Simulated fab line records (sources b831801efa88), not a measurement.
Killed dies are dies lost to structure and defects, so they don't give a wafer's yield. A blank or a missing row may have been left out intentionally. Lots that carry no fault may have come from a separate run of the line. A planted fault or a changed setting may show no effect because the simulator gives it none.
Struck lot and sound lot, side by side | flow sky130 | 14 out of 708 route steps
Sound: these wafers, L267.3, L267.4, L267.6. Struck: wafers L278.1, L278.2, L278.5. Last of all comes the cause.
Per side, at each step with rows, come the tool, then ch with its chambers, and then its first start. Under that, the readings that differ: sound wafers | struck wafers | difference of the means | sigmas: that difference in standard deviations of wafers without a fault.
alike: readings with means less than 2 such deviations apart, plus words and numbers identical on both sides. not compared: withheld readings, readings lacking a value on some wafer, bounds such as >300 that could conceal the same value, and numbers that have no deviation in the record and whose values overlap.
The two part at a step that has a row with sigmas, a row that says differs or no value, or rows on one side only. When numbers do not overlap yet have no deviation, they are printed without sigmas and do not part them. Lack of a reading on every wafer of one side parts them only where that side has two or more wafers.

SKY_METAL5_STRIP_16: strips in O2/N2.
  sound on plasma_asher-03 ch 0,1, day 46 13:13; struck on plasma_asher-04 ch 0,1, day 48 11:41
  alike: drypump_motor_current_A, oes_product_au, strip_time_to_endpoint_s
  not compared: rf_hours_counter_h
then, 3 steps without rows for these wafers: SKY_METAL5_STRIP_17 (strips in post etch residue remover, time 1200 s); SKY_METAL5_CLEAN_18 (cleans in IPA, time 180 s); SKY_METAL5_CLEAN_19 (cleans in O3/DIW).
SKY_PASSIVATION_CVD_00: deposits SiO2, target thk 90 nm.
  sound on pecvd-02 ch 0,1,2, day 46 13:46; struck on pecvd-04 ch 1,2, day 48 12:22
  alike: heater_power_w
SKY_PASSIVATION_THK_MEAS_01:
  sound on film_metro-03 at day 46 13:49; struck on film_metro-03 at day 48 12:23
  alike: PASSIVATION_CVD_00_THK
SKY_PASSIVATION_CVD_02: deposits Si3N4, target thk 540 nm.
  sound on pecvd-01 ch 1,2, day 46 13:51; struck on pecvd-02 ch 1,2, day 48 12:26
  alike: heater_power_w
SKY_PASSIVATION_THK_MEAS_03:
  sound on film_metro-03 at day 46 14:06; struck on film_metro-01 at day 48 12:40
  alike: PASSIVATION_CVD_02_THK
then, 4 steps without rows for these wafers: SKY_PASSIVATION_DEHYDRATE_04 (time 60 s); SKY_PASSIVATION_HMDS_05 (prime time 60 s); SKY_PASSIVATION_COAT_06 (resist thk 3000 nm); SKY_PASSIVATION_SOFTBAKE_07.
SKY_PASSIVATION_EXPOSE_08: exposes mask NSM, target cd 3000 nm.
  struck on iline_stepper-01, day 48 22:51; sound on iline_stepper-01 ch 0, day 46 23:17
  no value came back on the struck wafers for exposure_dose_mJ_cm2, focus_offset_nm (nm); on the sound wafers exposure_dose_mJ_cm2 reads 260.10 259.75 259.99
  alike: mask
after that, 1 step had no rows for these wafers: SKY_PASSIVATION_PEB_09.

== WHERE THEY PART ==
Only at SKY_PASSIVATION_EXPOSE_08, within this record.

WHY: the cause the simulator had injected
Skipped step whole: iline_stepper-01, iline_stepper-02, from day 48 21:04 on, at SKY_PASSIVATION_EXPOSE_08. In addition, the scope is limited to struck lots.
